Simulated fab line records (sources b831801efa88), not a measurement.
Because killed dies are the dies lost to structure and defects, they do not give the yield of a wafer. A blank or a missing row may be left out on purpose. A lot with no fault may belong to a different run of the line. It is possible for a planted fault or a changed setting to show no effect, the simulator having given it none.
Comparing a struck lot with a sound one | flow sky130 | 15 out of 708 route steps
Sound: wafers L737.2, L737.4, L737.5. The struck wafers were L749.3, L749.4, L749.6. At the end, the cause is stated.
Each step with rows lists, per side, the tool, then ch with its chambers, then its first start. Under that, the readings that differ: sound wafers | struck wafers | difference of the means | sigmas: that difference in standard deviations of wafers without a fault.
alike: readings whose means differ by less than 2 such deviations, and words and numbers that are the same on both sides. not compared: withheld readings, readings that some wafer has no value for, bounds like >300 that may hide the same value, and numbers for which the record gives no deviation and whose values overlap.
Wherever a step has rows on one side only, a row that says differs or no value, or a row with sigmas, the two part there. When numbers do not overlap yet have no deviation, they are printed without sigmas and do not part them. Lack of a reading on every wafer of one side parts them only where that side has two or more wafers.

SKY_VT_ADJUST_HVTP_OVL_MEAS_08:
  sound: overlay-02 at day 8 13:02; struck: overlay-01 at day 12 15:42
  alike: VT_ADJUST_HVTP_OVL
then, 1 step without rows for these wafers: SKY_VT_ADJUST_HVTP_IMPLANT_09.
SKY_VT_ADJUST_HVTP_STRIP_10: strips in O2/N2.
  sound on plasmaAsher-04 ch 0,1, day 8 13:13; struck on plasmaAsher-01 ch 0,1, day 12 15:54
reading                  | sound             | struck            | difference | sigmas
stripTimeToEndpointS (s) | 14.13 14.13 14.10 | 14.26 14.24 14.26 | +0.13      | +3
  alike: drypumpMotorCurrentA, oesProductAu
  not compared: rfHoursCounterH
SKY_VT_ADJUST_HVTP_TW_MEAS_11:
  sound: filmMetro-02 at day 8 13:20; struck: filmMetro-01 at day 12 15:59
  alike: VT_ADJUST_HVTP_TW
then, 7 steps without rows for these wafers: SKY_VT_ADJUST_LVTN_DEHYDRATE_00 (time 60 s); SKY_VT_ADJUST_LVTN_HMDS_01 (prime time 60 s); SKY_VT_ADJUST_LVTN_COAT_02 (resist thk 3000 nm); SKY_VT_ADJUST_LVTN_SOFTBAKE_03; SKY_VT_ADJUST_LVTN_EXPOSE_04 (exposes mask NWM COMPLEMENT LESS NATIVE, target cd 840 nm); SKY_VT_ADJUST_LVTN_PEB_05; SKY_VT_ADJUST_LVTN_DEVELOP_06 (develop time 60 s).
SKY_VT_ADJUST_LVTN_OVL_MEAS_07:
  sound: overlay-01 at day 9 10:22; struck: overlay-01 at day 13 17:35
  alike: VT_ADJUST_LVTN_OVL
SKY_VT_ADJUST_LVTN_IMPLANT_08:
  sound on implanter-02 ch 0, day 9 10:27; struck on implanter-02 ch 0, day 13 17:40
reading     | sound                            | struck                           | difference  | sigmas
doseIonsCm2 | 1.5696e+12 1.5669e+12 1.5709e+12 | 1.5003e+12 1.5016e+12 1.5022e+12 | -6.7767e+10 | -40
SKY_VT_ADJUST_LVTN_STRIP_09: strips in O2/N2.
  sound on plasmaAsher-04 ch 0,1, day 9 10:42; struck on plasmaAsher-04 ch 0,1, day 13 17:48
  alike: drypumpMotorCurrentA, oesProductAu, stripTimeToEndpointS
  not compared: rfHoursCounterH
-- the record jumps here: 38 days lie between the struck wafers' starts before and after (it left off in module VT_ADJUST_LVTN and takes up again in module PAD_OPEN, whose first step shown is number 708 of the route) --
SKY_PAD_OPEN_PROBE_99:
  sound: prober-02 at day 48 07:16; struck: prober-02 at day 51 06:55
  alike: killed_at_M0_to_M3, killed_at_M4_up, killedAtContacts, killedAtFrontEnd, killedAtOther, killedDies, killedOpen, killedShort

## WHERE THEY PART
Last at SKY_VT_ADJUST_LVTN_IMPLANT_08 as far as this record goes, first at SKY_VT_ADJUST_HVTP_STRIP_10. Later steps at which nothing parts them and some readings are alike: SKY_VT_ADJUST_LVTN_STRIP_09, SKY_PAD_OPEN_PROBE_99.

WHY: the cause the simulator had injected
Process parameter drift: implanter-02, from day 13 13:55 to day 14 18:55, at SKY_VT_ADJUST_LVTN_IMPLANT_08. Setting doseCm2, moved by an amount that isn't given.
